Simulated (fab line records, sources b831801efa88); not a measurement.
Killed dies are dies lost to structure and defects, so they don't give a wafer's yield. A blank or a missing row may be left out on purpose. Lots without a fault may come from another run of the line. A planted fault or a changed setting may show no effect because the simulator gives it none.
Which tool did it? | flow sky130 | 13 lots, 39 wafers sampled, at 5 steps of a route of 708

WHAT THE GAUGES READ, wafer by wafer
SKY_NWELL_TW_MEAS_26. Usual: NWELL_2_TW 499, standard deviation 3.1.
lot  | measured     | on            | NWELL_2_TW  | flag
L168 | day 5 09:57  | film_metro-01 | 495 494 497 |
L169 | day 5 11:59  | film_metro-04 | 504 505 505 |
L171 | day 6 00:04  | film_metro-01 | 495 494 495 |
L172 | day 6 08:19  | film_metro-02 | 30 30 30    | OFF
L180 | day 8 05:22  | film_metro-02 | 496 497 497 |
L181 | day 9 01:29  | film_metro-01 | 495 495 495 |
L182 | day 9 01:43  | film_metro-02 | 495 495 499 |
L183 | day 9 08:29  | film_metro-04 | 500 502 500 |
L184 | day 9 11:28  | film_metro-04 | 499 502 505 |
L186 | day 9 20:34  | film_metro-01 | 494 494 496 |
L189 | day 10 14:22 | film_metro-02 | 499 500 500 |
L190 | day 11 00:43 | film_metro-02 | 497 495 498 |
L191 | day 11 03:41 | film_metro-04 | 500 499 499 |

SKY_LDD_N_OVL_MEAS_07. Usual: LDD_N_OVL -0.3 nm, standard deviation 1.5.
lot  | measured     | on         | LDD_N_OVL (nm) | flag
L168 | day 17 10:07 | overlay-02 | 1.3 -0.3 0.1   |
L169 | day 17 18:44 | overlay-02 | -1.1 -0.2 0.1  |
L171 | day 18 16:05 | overlay-01 | 0.7 -0.1 -0.5  |
L172 | day 19 13:59 | overlay-01 | -0.2 0.5 2.3   |
L180 | day 22 01:16 | overlay-01 | 1.1 -0.6 0.2   |
L181 | day 23 09:43 | overlay-01 | 0.6 0.4 1.3    |
L182 | day 23 08:31 | overlay-01 | 0.1 1.3 0.9    |
L183 | day 23 19:40 | overlay-01 | -1.8 -1.2 -1.0 |
L184 | day 24 01:14 | overlay-01 | 0.5 0.3 1.3    |
L186 | day 24 11:31 | overlay-02 | -0.1 0.6 0.0   |
L189 | day 25 05:49 | overlay-01 | 0.2 -2.2 -1.8  |
L190 | day 26 05:01 | overlay-02 | -0.5 0.1 1.9   |
L191 | day 26 05:40 | overlay-02 | -1.5 -2.1 -0.9 |

WHICH TOOL RAN EACH LOT (tool, then ch and the chambers of the sampled wafers, then the start)
lot  | SKY_PWDE_STRIP_09                   | SKY_NWELL_STRIP_14                   | SKY_NWELL_STRIP_25
L168 | plasma_asher-03 ch 0,1, day 3 23:28 | plasma_asher-02 ch 0,1, day 4 16:10  | plasma_asher-04 ch 0,1, day 5 09:51
L169 | plasma_asher-04 ch 0,1, day 4 00:26 | plasma_asher-02 ch 0,1, day 4 18:02  | plasma_asher-04 ch 0,1, day 5 11:53
L171 | plasma_asher-04 ch 0,1, day 4 12:03 | plasma_asher-02 ch 0,1, day 5 06:21  | plasma_asher-02 ch 0,1, day 5 23:57
L172 | plasma_asher-04 ch 0,1, day 4 20:38 | plasma_asher-02 ch 0,1, day 5 15:05  | plasma_asher-04 ch 0,1, day 6 08:14
L180 | plasma_asher-04 ch 1, day 6 13:06   | plasma_asher-03 ch 0,1, day 7 09:08  | plasma_asher-02 ch 0, day 8 05:15
L181 | plasma_asher-04 ch 0,1, day 7 08:07 | plasma_asher-03 ch 0,1, day 8 04:46  | plasma_asher-03 ch 0,1, day 9 01:23
L182 | plasma_asher-04 ch 0,1, day 7 08:47 | plasma_asher-04 ch 0,1, day 8 05:02  | plasma_asher-02 ch 0,1, day 9 01:38
L183 | plasma_asher-03 ch 0,1, day 7 14:12 | plasma_asher-04 ch 0, day 8 10:54    | plasma_asher-03 ch 0,1, day 9 08:23
L184 | plasma_asher-03 ch 0,1, day 7 17:50 | plasma_asher-03 ch 0,1, day 8 14:11  | plasma_asher-04 ch 0,1, day 9 11:23
L186 | plasma_asher-01 ch 0,1, day 8 01:26 | plasma_asher-03 ch 0,1, day 8 23:05  | plasma_asher-02 ch 0,1, day 9 20:28
L189 | plasma_asher-04 ch 0,1, day 8 18:14 | plasma_asher-02 ch 0,1, day 9 15:47  | plasma_asher-02 ch 1, day 10 14:15
L190 | plasma_asher-03 ch 0,1, day 9 03:37 | plasma_asher-04 ch 0,1, day 10 02:06 | plasma_asher-04 ch 0,1, day 11 00:37
L191 | plasma_asher-01 ch 0,1, day 9 06:07 | plasma_asher-04 ch 0,1, day 10 04:48 | plasma_asher-02 ch 0,1, day 11 03:35
- SKY_PWDE_STRIP_09: strips in O2/N2.
- SKY_NWELL_STRIP_14: strips in O2/N2.
- SKY_NWELL_STRIP_25: strips in O2/N2.

WHAT THE TOOLS THEMSELVES READ (means of the sampled wafers that have a number; where no wafer has one, the mark that the record gives instead)
SKY_PWDE_STRIP_09. Usual: drypump_motor_current_A 6.1 A, standard deviation 0.71; oes_product_au 0.723 a.u., standard deviation 0.0047; strip_time_to_endpoint_s 36.95 s, standard deviation 0.085.
lot  | tool            | drypump_motor_current_A (A) | oes_product_au (a.u.) | strip_time_to_endpoint_s (s) | flag
L168 | plasma_asher-03 | 5.6                         | 0.719                 | 37.08                        |
L169 | plasma_asher-04 | 6.6                         | 0.719                 | 36.99                        |
L171 | plasma_asher-04 | 6.7                         | 0.721                 | 36.95                        |
L172 | plasma_asher-04 | 6.6                         | 0.726                 | 37.00                        |
L180 | plasma_asher-04 | 6.7                         | 0.723                 | 36.86                        |
L181 | plasma_asher-04 | 6.6                         | 0.723                 | 37.03                        |
L182 | plasma_asher-04 | 6.7                         | 0.718                 | 36.96                        |
L183 | plasma_asher-03 | 5.7                         | 0.725                 | 36.95                        |
L184 | plasma_asher-03 | 5.6                         | 0.723                 | 37.03                        |
L186 | plasma_asher-01 | 5.7                         | 0.719                 | 36.81                        |
L189 | plasma_asher-04 | 6.6                         | 0.723                 | 36.97                        |
L190 | plasma_asher-03 | 5.3                         | 0.723                 | 36.95                        |
L191 | plasma_asher-01 | 5.2                         | 0.723                 | 37.06                        |

SKY_NWELL_STRIP_14. Usual: drypump_motor_current_A 5.9 A, standard deviation 0.59; oes_product_au 0.723 a.u., standard deviation 0.0045; strip_time_to_endpoint_s 36.91 s, standard deviation 0.1.
lot  | tool            | drypump_motor_current_A (A) | oes_product_au (a.u.) | strip_time_to_endpoint_s (s) | flag
L168 | plasma_asher-02 | 5.7                         | 0.726                 | 36.94                        |
L169 | plasma_asher-02 | 5.7                         | 0.721                 | 36.79                        |
L171 | plasma_asher-02 | 5.7                         | 0.724                 | 36.90                        |
L172 | plasma_asher-02 | 5.7                         | 0.921                 | -                            | OFF
L180 | plasma_asher-03 | 5.6                         | 0.721                 | 37.04                        |
L181 | plasma_asher-03 | 5.3                         | 0.720                 | 36.84                        |
L182 | plasma_asher-04 | 6.6                         | 0.720                 | 36.85                        |
L183 | plasma_asher-04 | 6.6                         | 0.721                 | 36.90                        |
L184 | plasma_asher-03 | 5.6                         | 0.724                 | 36.92                        |
L186 | plasma_asher-03 | 5.6                         | 0.723                 | 36.89                        |
L189 | plasma_asher-02 | 5.7                         | 0.719                 | 36.87                        |
L190 | plasma_asher-04 | 6.6                         | 0.722                 | 36.98                        |
L191 | plasma_asher-04 | 6.6                         | 0.723                 | 36.99                        |

SKY_NWELL_STRIP_25. Usual: drypump_motor_current_A 6.0 A, standard deviation 0.55; oes_product_au 0.722 a.u., standard deviation 0.0045; strip_time_to_endpoint_s 36.89 s, standard deviation 0.092.
lot  | tool            | drypump_motor_current_A (A) | oes_product_au (a.u.) | strip_time_to_endpoint_s (s) | flag
L168 | plasma_asher-04 | 6.7                         | 0.723                 | 36.87                        |
L169 | plasma_asher-04 | 6.6                         | 0.721                 | 36.94                        |
L171 | plasma_asher-02 | 5.7                         | 0.722                 | 36.91                        |
L172 | plasma_asher-04 | 6.6                         | 0.729                 | 63.55                        | OFF
L180 | plasma_asher-02 | 5.7                         | 0.720                 | 36.91                        |
L181 | plasma_asher-03 | 5.6                         | 0.717                 | 36.87                        |
L182 | plasma_asher-02 | 5.7                         | 0.718                 | 36.93                        |
L183 | plasma_asher-03 | 5.3                         | 0.723                 | 36.86                        |
L184 | plasma_asher-04 | 6.6                         | 0.720                 | 36.80                        |
L186 | plasma_asher-02 | 5.7                         | 0.723                 | 36.80                        |
L189 | plasma_asher-02 | 5.7                         | 0.720                 | 36.81                        |
L190 | plasma_asher-04 | 6.7                         | 0.723                 | 36.77                        |
L191 | plasma_asher-02 | 5.7                         | 0.718                 | 37.05                        |

THE ANSWER, worked out from the rows above alone
Rule: a lot is off if the mean of its wafers that have a number lies more than 3 standard deviations from the usual mean. A lot without any number at a reading at which 4 lots or more have one is off too. The other lots that the step has rows for count as sound. The gauges are gone through in route order, then the tools' own readings, and for those a lot's mean is taken as printed above. The first step at which some lot is off is used, and at that step the reading that is off furthest; a lot without a number counts as furthest.
Off: L172, at SKY_NWELL_TW_MEAS_26 (NWELL_2_TW).
A tool fits if, at a process step before that reading, it ran every lot that is off, and no sound lot after the first of them. The gauges at SKY_NWELL_TW_MEAS_26 aren't tried: what is off there is off at SKY_NWELL_STRIP_14 too, on other tools, and a gauge's error can't cause that. None of those tried fits.

WHAT THE SIMULATOR HAD PUT IN
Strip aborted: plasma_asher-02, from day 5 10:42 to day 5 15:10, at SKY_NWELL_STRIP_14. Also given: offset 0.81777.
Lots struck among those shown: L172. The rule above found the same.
